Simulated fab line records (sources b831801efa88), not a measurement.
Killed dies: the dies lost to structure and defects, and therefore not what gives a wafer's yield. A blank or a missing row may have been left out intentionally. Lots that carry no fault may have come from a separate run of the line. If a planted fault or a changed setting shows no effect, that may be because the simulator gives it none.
Which tool did it? -- flow gf180mcu -- 18 wafers from 6 lots sampled at 2 of the route's 602 steps

## WHAT EACH GAUGE READ, for each wafer
GF_VT_IMPLANT_RS_MEAS_49: a four-point-probe measurement.
lot,measured,on,MVPSD_RS (ohm/sq)
L363,day 8 01:03,film metro-02,1171.3 1172.1 1171.5
L365,day 8 16:16,film metro-01,1171.4 1171.8 1171.8
L372,day 10 14:22,film metro-01,1171.7 1169.4 1170.9
L374,day 11 00:37,film metro-02,1089.3 1092.6 1092.2
L378,day 12 09:38,film metro-01,1168.9 1170.8 1168.3
L383,day 13 17:35,film metro-01,1169.2 1168.4 1168.7

## WHAT TOOL EACH LOT RAN ON (gives the tool, then ch and the chambers of the sampled wafers, and finally the start)
lot,GF_MVPSD_IMPLANT_09
L363,"implanter-01 ch 0, day 5 10:56"
L365,"implanter-02 ch 0, day 6 00:56"
L372,"implanter-01 ch 0, day 7 18:17"
L374,"implanter-03 ch 0, day 8 03:31"
L378,"implanter-02 ch 0, day 9 06:50"
L383,"implanter-02 ch 0, day 10 11:44"
- GF_MVPSD_IMPLANT_09

## THE ANSWER, worked out from the rows above alone
Rule: what is usual is taken from the lots themselves. The widest of any qualifying gaps counts: lots, ordered by their means at a reading, are off when they make up no more than a third of the lots, leave a main group of 4 or more, and stand apart from it by 3 or more times the standard deviation of that group's means. A main group whose means are all the same, to the digits that the tables above print for the reading, isn't used. A lot without any number at a reading at which 4 lots or more have one is off too. All remaining lots with rows at the step are treated as sound.
Off: L374, seen at GF_VT_IMPLANT_RS_MEAS_49 (MVPSD_RS). For the main group the mean is 1170.4 ohm/sq and the standard deviation 1.2.
If a tool, at a process step before that reading, ran all the lots that are off and no sound lot after the first of them, it fits. The gauges at GF_VT_IMPLANT_RS_MEAS_49 are tried like those tools. 2 tools fit, implanter-03 at GF_MVPSD_IMPLANT_09 and film metro-02 at GF_VT_IMPLANT_RS_MEAS_49, so this cannot tell which one it is.

## WHAT WAS PUT IN BY THE SIMULATOR
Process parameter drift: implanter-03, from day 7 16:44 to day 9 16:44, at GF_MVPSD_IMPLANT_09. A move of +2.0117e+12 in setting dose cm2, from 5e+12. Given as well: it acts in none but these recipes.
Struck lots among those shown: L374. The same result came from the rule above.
